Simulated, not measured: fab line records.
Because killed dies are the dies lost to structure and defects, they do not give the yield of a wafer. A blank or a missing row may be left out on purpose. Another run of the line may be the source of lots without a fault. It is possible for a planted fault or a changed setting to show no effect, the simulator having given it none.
fab line records | flow sky130
record: lots: 7 wafers: 21 last-day: 50
route steps=708 shown METAL5@677 PASSIVATION@681
lots that met no fault: taken from a fault-free run of the same line
start-h: hours from the record's first day to the start of the lot's first wafer shown | wait-h: time in hours since the lot's previous step | " repeats the value in the row above | L1.1+2: a row that stands for several wafers | - no value present, or no start provided | * or withheld: withheld | < > ~ a bound
route shown NAME@n: NAME is a module with steps in the file, n the number in the route of the first one | usual: mean/standard deviation taken from wafers without a fault | same: alike in all rows | chamber/n: place in a boat | sites: readings site by site | _std_site: standard deviation across them | _edge_site: inner sites' mean taken away from outer sites' mean | radius-mm: for every site, how far away it sits from the centre of the wafer | mask NAME#n: copy n | behind: the most recent tool/chamber to have shaped the wafer | hold: why the lot went on hold/how many hours it stayed there/how the hold came to an end | device: which transistor (n, p or np) failed to switch | end of line: the route-end tests of the same wafers | a step with no rows: only its recipe | killed: dies lost to structure and defects at the first sort, not the wafer's yield | map: dies across one wafer; x = killed, . = not, _ = none there
set.NAME: the setting that was run; set.NAME@STEP: the one run at that earlier step | model.NAME: the simulator's own value behind a step, which no gauge read
lots at selected steps of the route; one table per step, one row per wafer
services: the hour from which a tool's chamber was out of use, counted from the record's first day as start-h (under 0 if before that day), plus the number of hours and why
== steps ==
step: SKY_METAL5_STRIP_16
recipe: chemistry: O2/N2 power-w: 1400 pressure-mtorr: 1500 platen-temp-c: withheld o2-flow-sccm: 3000 n2-flow-sccm: 300 overash-fraction: 0.5
usual: drypump-motor-current-A: 5.8/0.55 oes-product-au: 0.710/0.0044 strip-time-to-endpoint-s: 13.08/0.095
columns lot.wafer tool chamber start-h wait-h drypump-motor-current-A oes-product-au rf-hours-counter-h strip-time-to-endpoint-s
L102.1 plasma-asher-01 0 1086.64 0.2 4.9 0.711 2 13.16
L102.3 " 1 " " 6.1 0.713 - 13.06
L102.4 " 0 " " 4.9 0.713 - 13.11
L104.1 plasma-asher-03 0 1090.27 0.2 6.0 0.712 32 13.16
L104.3 " 1 " " 5.9 0.713 - 13.25
L104.6 " 1 " " 5.9 0.711 - 13.17
L108.1 plasma-asher-01 0 1120.94 0.2 4.9 0.710 5 13.01
L108.2 " 1 " " 6.1 0.708 5 13.06
L108.4 " 1 " " 6.1 0.705 - 12.93
L109.3 plasma-asher-03 0 1130.64 0.1 6.0 0.711 - 13.13
L109.4 " 1 " " 5.9 0.712 - 13.21
L109.5 " 1 " " 5.9 0.714 - 13.17
L110.1 plasma-asher-01 1 1132.54 0.4 6.1 0.703 6 13.06
L110.4 " 1 " " 6.1 0.705 - 13.13
L110.5 " 0 " " 4.9 0.703 - 13.08
L111.3 plasma-asher-03 0 1149.98 0.1 6.0 0.720 - 13.06
L111.4 " 1 " " 5.9 0.712 - 12.92
L111.5 " 1 " " 5.9 0.711 - 13.07
L117.1 plasma-asher-04 1 1168.69 0.2 5.3 0.707 101 13.24
L117.5 " 0 " " 6.6 0.710 - 13.24
L117.6 " 1 " " 5.3 0.713 - 13.13
step: SKY_METAL5_STRIP_17
recipe: chemistry: post-etch-residue-remover time-s: 1200 temp-c: 72.5
step: SKY_METAL5_CLEAN_18
recipe: chemistry: IPA time-s: 180 temp-c: 25
step: SKY_METAL5_CLEAN_19
recipe: chemistry: O3/DIW dry: n2-spin
step: SKY_PASSIVATION_CVD_00
recipe: material: SiO2 target-thk-nm: 90 temp-c: 400 time-s: withheld rf-w: 600
usual: heater-power-w: 704/110
columns lot.wafer tool chamber start-h wait-h heater-power-w
L102.1 pecvd-01 2 1088.08 0.0 607
L102.3 " 1 " " 705
L102.4 " 0 " " 527
L104.1 pecvd-03 2 1090.86 0.0 763
L104.3 " 0 " " 633
L104.6 " 2 " " 803
L108.1 pecvd-03 2 1121.53 0.0 727
L108.2 " 0 " " 788
L108.4 " 1 " " 809
L109.3 pecvd-01 1 1131.33 0.0 651
L109.4 " 2 " " 526
L109.5 " 1 " " 643
L110.1 pecvd-01 2 1133.14 0.0 617
L110.4 " 1 " " 796
L110.5 " 2 " " 623
L111.3 pecvd-04 1 1150.57 0.0 678
L111.4 " 1 " " 666
L111.5 " 2 " " 767
L117.1 pecvd-04 2 1169.88 0.0 854
L117.5 " 0 " " 711
L117.6 " 2 " " 853
step: SKY_PASSIVATION_THK_MEAS_01
recipe: reads: SiO2_of_PASSIVATION_CVD_00
usual: PASSIVATION_CVD_00_THK: 89.9/1.2
columns lot.wafer tool chamber start-h wait-h PASSIVATION_CVD_00_THK[nm]
L102.1 film-metro-01 - 1088.10 - 89.9
L102.3 " - " " 90.7
L102.4 " - " " 91.4
L104.1 film-metro-02 - 1090.89 - 87.9
L104.3 " - " " 89.8
L104.6 " - " " 90.0
L108.1 film-metro-04 - 1121.55 - 88.2
L108.2 " - " " 88.6
L108.4 " - " " 89.0
L109.3 film-metro-01 - 1131.37 - 90.1
L109.4 " - " " 90.4
L109.5 " - " " 91.1
L110.1 film-metro-04 - 1133.17 - 90.3
L110.4 " - " " 92.6
L110.5 " - " " 91.4
L111.3 film-metro-04 - 1150.61 - 88.7
L111.4 " - " " 91.0
L111.5 " - " " 90.5
L117.1 film-metro-04 - 1169.91 - 91.3
L117.5 " - " " 91.7
L117.6 " - " " 92.7
step: SKY_PASSIVATION_CVD_02
recipe: material: Si3N4 target-thk-nm: 540 temp-c: 400 time-s: withheld rf-w: 450
usual: heater-power-w: 754/100
columns lot.wafer tool chamber start-h wait-h heater-power-w
L102.1 pecvd-03 0 1088.16 0.1 753
L102.3 " 1 " " 800
L102.4 " 2 " " 860
L104.1 pecvd-01 2 1090.95 0.1 702
L104.3 " 0 " " 570
L104.6 " 2 " " 552
L108.1 pecvd-04 0 1121.61 0.1 629
L108.2 " 1 " " 755
L108.4 " 1 " " 787
L109.3 pecvd-03 1 1131.41 0.0 745
L109.4 " 2 " " 824
L109.5 " 0 " " 771
L110.1 pecvd-04 0 1133.23 0.1 638
L110.4 " 2 " " 968
L110.5 " 0 " " 670
L111.3 pecvd-01 1 1150.65 0.0 829
L111.4 " 0 " " 555
L111.5 " 1 " " 852
L117.1 pecvd-03 0 1169.97 0.1 838
L117.5 " 1 " " 753
L117.6 " 0 " " 688
step: SKY_PASSIVATION_THK_MEAS_03
recipe: reads: Si3N4_of_PASSIVATION_CVD_02
usual: PASSIVATION_CVD_02_THK: 538/6.7
columns lot.wafer tool chamber start-h wait-h PASSIVATION_CVD_02_THK[nm]
L102.1 film-metro-02 - 1088.47 - 540
L102.3 " - " " 545
L102.4 " - " " 549
L104.1 film-metro-01 - 1091.17 - 537
L104.3 " - " " 530
L104.6 " - " " 543
L108.1 film-metro-02 - 1121.84 - 529
L108.2 " - " " 525
L108.4 " - " " 535
L109.3 film-metro-04 - 1131.66 - 530
L109.4 " - " " 537
L109.5 " - " " 540
L110.1 film-metro-04 - 1133.45 - 526
L110.4 " - " " 534
L110.5 " - " " 538
L111.3 film-metro-02 - 1150.90 - 532
L111.4 " - " " 538
L111.5 " - " " 539
L117.1 film-metro-01 - 1170.19 - 541
L117.5 " - " " 552
L117.6 " - " " 548
step: SKY_PASSIVATION_DEHYDRATE_04
recipe: temp-c: 200 time-s: 60
step: SKY_PASSIVATION_HMDS_05
recipe: prime-time-s: 60 prime-temp-c: 120
step: SKY_PASSIVATION_COAT_06
recipe: spin-rpm: 2000 resist-thk-nm: 2946
step: SKY_PASSIVATION_SOFTBAKE_07
recipe: temp-c: 110 time-s: withheld
step: SKY_PASSIVATION_EXPOSE_08
recipe: mask-id: NSM target-cd-nm: 3000 na: 0.57 dose-mj: 260
usual: exposure-dose-mJ-cm2: 260.03/0.24 focus-offset-nm: -0.1/0.56 na: 0.57/0
columns lot.wafer tool chamber start-h wait-h mask exposure-dose-mJ-cm2 focus-offset-nm na
L102.1 iline-stepper-01 0 1097.25 - NSM#0 259.90 -0.5 0.57
L102.3 " 0 " " NSM#0 259.91 -1.0 0.57
L102.4 " 0 " " NSM#0 259.89 -0.7 0.57
L104.1 iline-stepper-01 0 1102.59 - NSM#0 259.64 -0.3 0.57
L104.3 " 0 " " NSM#0 259.92 -0.2 0.57
L104.6 " 0 " " NSM#0 260.11 0.0 0.57
L108.1 iline-stepper-01 - 1132.47 - NSM#0 - - -
L108.2 " - " " NSM#0 - - -
L108.4 " - " " NSM#0 - - -
L109.3 iline-stepper-02 - 1139.73 - NSM#0 - - -
L109.4 " - " " NSM#0 - - -
L109.5 " - " " NSM#0 - - -
L110.1 iline-stepper-01 - 1141.89 - NSM#0 - - -
L110.4 " - " " NSM#0 - - -
L110.5 " - " " NSM#0 - - -
L111.3 iline-stepper-01 0 1158.86 - NSM#0 259.92 -0.9 0.57
L111.4 " 0 " " NSM#0 260.15 -0.5 0.57
L111.5 " 0 " " NSM#0 260.35 -0.9 0.57
L117.1 iline-stepper-01 0 1177.94 - NSM#0 260.40 0.7 0.57
L117.5 " 0 " " NSM#0 260.64 0.7 0.57
L117.6 " 0 " " NSM#0 260.78 0.4 0.57
step: SKY_PASSIVATION_PEB_09
recipe: temp-c: 115 time-s: withheld
== services ==
columns tool chamber start-h hours kind
iline-stepper-02 0 1063.29 - calibration
pecvd-04 2 1063.96 2.1 scheduled-down
plasma-asher-01 0 1064.25 - clean
plasma-asher-01 1 1064.25 - clean
iline-stepper-01 - 1067.50 1.7 pm
plasma-asher-01 - 1068.62 3.3 repair
plasma-asher-01 - 1082.11 3.3 repair
iline-stepper-01 0 1090.01 - calibration
pecvd-03 - 1099.12 5.5 pm
pecvd-01 - 1139.61 3.0 repair
pecvd-03 - 1141.28 4.3 pm
pecvd-03 0 1151.60 16.5 scheduled-down
iline-stepper-02 - 1151.77 1.7 pm
iline-stepper-02 - 1154.44 8.9 pm
pecvd-04 - 1165.21 2.0 repair
pecvd-01 0 1166.93 2.1 scheduled-down
== key ==
first-sign: step: SKY_PASSIVATION_EXPOSE_08 reading: tool-record direction: missing
effect none on later readings
met-at SKY_PASSIVATION_EXPOSE_08
struck-wafers L108.1,L108.2,L108.4,L109.3,L109.4,L109.5,L110.1,L110.4,L110.5
later-rows-left-out L108.1,L108.2,L108.4,L109.3,L109.4,L109.5,L110.1,L110.4,L110.5
sort-left-out L108.1,L108.2,L108.4,L109.3,L109.4,L109.5,L110.1,L110.4,L110.5
onset-between 1102.59 1132.47
fault: kind: skipped-step-whole tool: iline-stepper-01,iline-stepper-02 chamber: - onset-h: 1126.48 steps: SKY_PASSIVATION_EXPOSE_08 scope: struck-lots-only
sort-left-out: the simulated sort isn't trusted on such a fault, so these wafers' sort isn't shown, and their yield isn't known
later-rows-left-out: the simulator's readings of these wafers behind a module that went badly wrong aren't trusted and aren't shown, but for the sort
